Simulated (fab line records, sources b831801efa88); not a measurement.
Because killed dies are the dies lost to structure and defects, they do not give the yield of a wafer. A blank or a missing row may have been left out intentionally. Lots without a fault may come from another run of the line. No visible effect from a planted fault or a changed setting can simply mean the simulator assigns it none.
Chamber matching :: flow sky130 :: SKY_CONTACT_CMP_04 on cmp-02 has 4 sister chambers
The step polishes SiO2. 4 wafers are shown with their chamber, then 7 later ones without.

WAFERS WITH THEIR CHAMBER
wafer: L874.5
chamber: 3
motor-current-A (A): 11.5

wafer: L881.4
chamber: 2
motor-current-A (A): 10.9

wafer: L881.5
chamber: 0
motor-current-A (A): 10.8

wafer: L881.6
chamber: 1
motor-current-A (A): 11.6

WAFERS WITH NO CHAMBER GIVEN
wafer: L886.5
motor-current-A (A): 10.7

wafer: L887.1
motor-current-A (A): 10.4

wafer: L887.2
motor-current-A (A): 10.8

wafer: L887.6
motor-current-A (A): 11.2

wafer: L892.1
motor-current-A (A): 12.4

wafer: L892.2
motor-current-A (A): 10.1

wafer: L892.4
motor-current-A (A): 11.1

CHAMBER TAKEN BY EACH
wafer: L886.5
from the rows above: can't be placed: 0 or 2 or 3 or 1
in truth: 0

wafer: L887.1
from the rows above: can't be placed: 0 or 2 or 3 or 1
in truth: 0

wafer: L887.2
from the rows above: can't be placed: 0 or 2 or 3 or 1
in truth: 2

wafer: L887.6
from the rows above: can't be placed: 2 or 3 or 0 or 1
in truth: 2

wafer: L892.1
from the rows above: can't be placed: 1 or 3 or 2 or 0
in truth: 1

wafer: L892.2
from the rows above: can't be placed: 0 or 2 or 3 or 1
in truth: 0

wafer: L892.4
from the rows above: can't be placed: 2 or 0 or 3 or 1
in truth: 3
Correct placement for 0 of the 7. From these rows, 7 cannot be placed; in 7 the true chamber is one of the candidates. Placed wrongly: 0.
How it was worked out, from the rows above alone: a wafer's distance from a chamber is the root of the sum, over the readings, of the square of ((its reading less the chamber's mean) divided by the reading's scatter). The wafer belongs to the nearest chamber; if the next one is less than 2 further off, it can't be placed. A chamber's mean is the mean of its shown wafers. The scatter: with one shown wafer a chamber, the root of the mean of the squares of how far each hidden wafer lies from its nearest shown one.
